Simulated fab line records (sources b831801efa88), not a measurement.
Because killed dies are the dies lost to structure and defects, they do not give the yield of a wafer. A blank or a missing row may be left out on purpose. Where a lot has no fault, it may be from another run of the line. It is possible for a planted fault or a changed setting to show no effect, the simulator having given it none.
Which tool is to blame? :: flow gf180mcu :: Sampling: 12 lots, 36 wafers, 4 of 602 route steps

## WHAT THE GAUGES SHOWED, per wafer
GF_STI_BOW_MEAS_00.
lot: L535
measured: day 2 01:04
on: film_metro-01
INCOMING_BOW (um): -11 -6 1

lot: L536
measured: day 2 06:01
on: film_metro-01
INCOMING_BOW (um): 1 -4 0

lot: L538
measured: day 2 16:01
on: film_metro-02
INCOMING_BOW (um): -1 -1 -1

lot: L540
measured: day 3 02:02
on: film_metro-03
INCOMING_BOW (um): -4 3 -3

lot: L542
measured: day 3 12:00
on: film_metro-01
INCOMING_BOW (um): 6 -7 1

lot: L544
measured: day 3 22:00
on: film_metro-03
INCOMING_BOW (um): 1 -1 0

lot: L545
measured: day 4 03:00
on: film_metro-03
INCOMING_BOW (um): 1 7 -6

lot: L546
measured: day 4 08:01
on: film_metro-02
INCOMING_BOW (um): 3 4 -13

lot: L552
measured: day 5 14:00
on: film_metro-03
INCOMING_BOW (um): 5 3 1

lot: L553
measured: day 5 19:01
on: film_metro-03
INCOMING_BOW (um): 0 12 6

lot: L554
measured: day 6 00:01
on: film_metro-01
INCOMING_BOW (um): 4 4 -1

lot: L555
measured: day 6 05:01
on: film_metro-01
INCOMING_BOW (um): -2 10 -11

GF_STI_THK_MEAS_24.
lot: L535
measured: day 2 19:03
on: film_metro-01
STI_CVD_23_THK (nm): 650 647 655

lot: L536
measured: day 3 00:22
on: film_metro-03
STI_CVD_23_THK (nm): 642 650 643

lot: L538
measured: day 3 10:38
on: film_metro-01
STI_CVD_23_THK (nm): 642 639 645

lot: L540
measured: day 3 20:37
on: film_metro-03
STI_CVD_23_THK (nm): 649 648 647

lot: L542
measured: day 4 07:57
on: film_metro-01
STI_CVD_23_THK (nm): 641 657 650

lot: L544
measured: day 4 17:32
on: film_metro-01
STI_CVD_23_THK (nm): 654 650 648

lot: L545
measured: day 4 22:39
on: film_metro-01
STI_CVD_23_THK (nm): 642 645 646

lot: L546
measured: day 5 03:46
on: film_metro-02
STI_CVD_23_THK (nm): 647 647 652

lot: L552
measured: day 6 12:00
on: film_metro-02
STI_CVD_23_THK (nm): 753 645 746

lot: L553
measured: day 6 16:00
on: film_metro-03
STI_CVD_23_THK (nm): 644 757 638

lot: L554
measured: day 6 22:47
on: film_metro-03
STI_CVD_23_THK (nm): 756 649 754

lot: L555
measured: day 7 05:38
on: film_metro-01
STI_CVD_23_THK (nm): 656 652 655

## WHICH TOOL RAN EACH LOT (tool, then ch and the chambers of the sampled wafers, then the start)
lot: L535
GF_STI_ETCH_14: rie_si-02 ch 1,2, day 2 17:13
GF_STI_CVD_23: hdpcvd-02 ch 0,1,2, day 2 18:59

lot: L536
GF_STI_ETCH_14: rie_si-01 ch 0,1,3, day 2 22:34
GF_STI_CVD_23: hdpcvd-01 ch 0,2, day 3 00:17

lot: L538
GF_STI_ETCH_14: rie_si-01 ch 0,3, day 3 08:28
GF_STI_CVD_23: hdpcvd-02 ch 0,1, day 3 10:33

lot: L540
GF_STI_ETCH_14: rie_si-02 ch 0,3, day 3 18:43
GF_STI_CVD_23: hdpcvd-02 ch 0,1,2, day 3 20:31

lot: L542
GF_STI_ETCH_14: rie_si-02 ch 0,1,3, day 4 06:10
GF_STI_CVD_23: hdpcvd-01 ch 0,2, day 4 07:52

lot: L544
GF_STI_ETCH_14: rie_si-01 ch 0,1,3, day 4 15:43
GF_STI_CVD_23: hdpcvd-02 ch 1,2, day 4 17:27

lot: L545
GF_STI_ETCH_14: rie_si-01 ch 0,1, day 4 20:40
GF_STI_CVD_23: hdpcvd-02 ch 0,1,2, day 4 22:34

lot: L546
GF_STI_ETCH_14: rie_si-02 ch 1,2, day 5 01:58
GF_STI_CVD_23: hdpcvd-01 ch 0,1, day 5 03:41

lot: L552
GF_STI_ETCH_14: rie_si-01 ch 1,3, day 6 08:25
GF_STI_CVD_23: hdpcvd-01 ch 0,1, day 6 11:56

lot: L553
GF_STI_ETCH_14: rie_si-02 ch 0,3, day 6 14:13
GF_STI_CVD_23: hdpcvd-01 ch 0,1,2, day 6 15:55

lot: L554
GF_STI_ETCH_14: rie_si-02 ch 0,2,3, day 6 20:58
GF_STI_CVD_23: hdpcvd-01 ch 0,2, day 6 22:41

lot: L555
GF_STI_ETCH_14: rie_si-02 ch 1,2,3, day 7 01:19
GF_STI_CVD_23: hdpcvd-02 ch 1,2, day 7 05:33
- GF_STI_ETCH_14: etches Si in HBr/Cl2/O2, target depth 360 nm, time 102.9 s.
- GF_STI_CVD_23: deposits SiO2, target thk 650 nm, time 108.3 s.

## AS READ BY THE TOOLS THEMSELVES (means over the sampled wafers that have a number; for cases with no such wafer, the mark the record gives instead)
GF_STI_ETCH_14.
lot: L535
tool: rie_si-02
O2_flow_sccm (sccm): 5.997
chamber_pressure_mTorr (mTorr): 14.991
drypump_motor_current_A (A): 5.3
oes_product_au (a.u.): 1.010
throttle_valve_pct (%): 25.644

lot: L536
tool: rie_si-01
O2_flow_sccm (sccm): 6.011
chamber_pressure_mTorr (mTorr): 14.999
drypump_motor_current_A (A): 5.8
oes_product_au (a.u.): 0.990
throttle_valve_pct (%): 25.655

lot: L538
tool: rie_si-01
O2_flow_sccm (sccm): 6.006
chamber_pressure_mTorr (mTorr): 14.998
drypump_motor_current_A (A): 6.1
oes_product_au (a.u.): 1.009
throttle_valve_pct (%): 25.647

lot: L540
tool: rie_si-02
O2_flow_sccm (sccm): 6.010
chamber_pressure_mTorr (mTorr): 15.014
drypump_motor_current_A (A): 5.9
oes_product_au (a.u.): 0.999
throttle_valve_pct (%): 25.656

lot: L542
tool: rie_si-02
O2_flow_sccm (sccm): 5.994
chamber_pressure_mTorr (mTorr): 14.984
drypump_motor_current_A (A): 6.0
oes_product_au (a.u.): 0.990
throttle_valve_pct (%): 25.653

lot: L544
tool: rie_si-01
O2_flow_sccm (sccm): 5.983
chamber_pressure_mTorr (mTorr): 15.011
drypump_motor_current_A (A): 5.8
oes_product_au (a.u.): 0.995
throttle_valve_pct (%): 25.662

lot: L545
tool: rie_si-01
O2_flow_sccm (sccm): 6.011
chamber_pressure_mTorr (mTorr): 15.001
drypump_motor_current_A (A): 5.5
oes_product_au (a.u.): 0.987
throttle_valve_pct (%): 25.657

lot: L546
tool: rie_si-02
O2_flow_sccm (sccm): 5.983
chamber_pressure_mTorr (mTorr): 14.989
drypump_motor_current_A (A): 5.3
oes_product_au (a.u.): 1.005
throttle_valve_pct (%): 25.652

lot: L552
tool: rie_si-01
O2_flow_sccm (sccm): 6.008
chamber_pressure_mTorr (mTorr): 15.006
drypump_motor_current_A (A): 5.8
oes_product_au (a.u.): 0.999
throttle_valve_pct (%): 25.661

lot: L553
tool: rie_si-02
O2_flow_sccm (sccm): 6.012
chamber_pressure_mTorr (mTorr): 14.998
drypump_motor_current_A (A): 6.1
oes_product_au (a.u.): 0.996
throttle_valve_pct (%): 25.664

lot: L554
tool: rie_si-02
O2_flow_sccm (sccm): 5.995
chamber_pressure_mTorr (mTorr): 14.994
drypump_motor_current_A (A): 5.6
oes_product_au (a.u.): 0.993
throttle_valve_pct (%): 25.659

lot: L555
tool: rie_si-02
O2_flow_sccm (sccm): 6.006
chamber_pressure_mTorr (mTorr): 14.996
drypump_motor_current_A (A): 5.6
oes_product_au (a.u.): 0.990
throttle_valve_pct (%): 25.653

## THE ANSWER, worked out from the rows above alone
Rule: usual is defined by the lots themselves. The widest of any qualifying gaps counts: lots, ordered by their means at a reading, are off when they make up no more than a third of the lots, leave a main group of 4 or more, and stand apart from it by 3 or more times the standard deviation of that group's means. The tables above print the reading to a certain number of digits; a main group whose means all agree to those digits is not used. A lot without any number at a reading at which 4 lots or more have one is off too. The other lots that the step has rows for count as sound. First the gauges in route order, then the tools' own readings, where a lot's mean is used as printed above. At the first step where some lot is off, the reading lying furthest off is the one used; lots without a number count as furthest.
Off: at GF_STI_THK_MEAS_24 (STI_CVD_23_THK), L552, L553, L554. Main group: mean 648 nm, sd 3.6.
If a tool, at a process step before that reading, ran all the lots that are off and no sound lot after the first of them, it fits. Those tools and the gauges at GF_STI_THK_MEAS_24 are tried in the same way. One candidate fits, namely hdpcvd-01 at GF_STI_CVD_23. Its last sound lot is L546 (day 5 03:41), its first lot that is off L552 (day 6 11:56): a fault that began between those two fits.

## WHAT WAS PUT IN BY THE SIMULATOR
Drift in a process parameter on hdpcvd-01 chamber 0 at GF_STI_CVD_23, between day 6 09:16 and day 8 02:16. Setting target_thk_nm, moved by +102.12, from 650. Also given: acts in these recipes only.
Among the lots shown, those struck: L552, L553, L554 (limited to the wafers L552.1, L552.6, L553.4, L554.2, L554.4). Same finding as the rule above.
